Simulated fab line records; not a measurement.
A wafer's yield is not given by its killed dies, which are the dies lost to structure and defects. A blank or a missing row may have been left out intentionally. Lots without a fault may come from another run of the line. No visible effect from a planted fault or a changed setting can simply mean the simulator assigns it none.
Matching of chambers    flow sky130    SKY_VIA3_CMP_02 on cmp-02 has 4 sister chambers
The step polishes SiO2. 14 wafers are shown with their chamber, then 7 later ones without.

== EACH WAFER AND ITS CHAMBER ==
wafer   chamber  motor current A (A)
L301.1  2        13.1
L301.2  3        12.6
L301.3  1        12.3
L305.1  0        10.8
L305.2  1        11.7
L305.5  0        10.8
L307.1  1        12.3
L307.2  0        11.0
L307.5  2        14.1
L306.2  2        13.3
L306.3  0        10.6
L306.6  1        12.8
L309.1  1        12.4
L309.3  3        12.6

SIGNATURES (means of the wafers above)
reading          chamber 0  chamber 1  chamber 2  chamber 3  scatter within a chamber
motor current A  10.800     12.300     13.500     12.600     0.355
Rule: for a wafer and a chamber, the distance is found by dividing, reading by reading, the gap between the wafer's reading and the chamber's mean by the reading's scatter, squaring, summing and taking the root. The wafer belongs to the nearest chamber; if the next one is less than 2 further off, it can't be placed. The scatter is the square root of a quotient: the sum, over the shown wafers, of each reading's squared deviation from its chamber's mean, divided by wafers minus chambers.

== WAFERS WITH NO CHAMBER GIVEN ==
wafer   motor current A (A)
L309.6  12.1
L314.1  12.2
L314.3  10.9
L314.4  12.4
L319.2  12.2
L319.3  10.8
L319.6  10.3

== THE CHAMBER EACH PASSED THROUGH ==
wafer   from the rows above      in truth
L309.6  can't be placed: 1 or 3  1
L314.1  can't be placed: 1 or 3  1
L314.3  0                        0
L314.4  can't be placed: 1 or 3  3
L319.2  can't be placed: 1 or 3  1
L319.3  0                        0
L319.6  0                        0
Correctly placed: 3 of 7. Can't be placed from these rows: 4 (the true chamber is among the candidates in 4). Wrongly placed: 0.
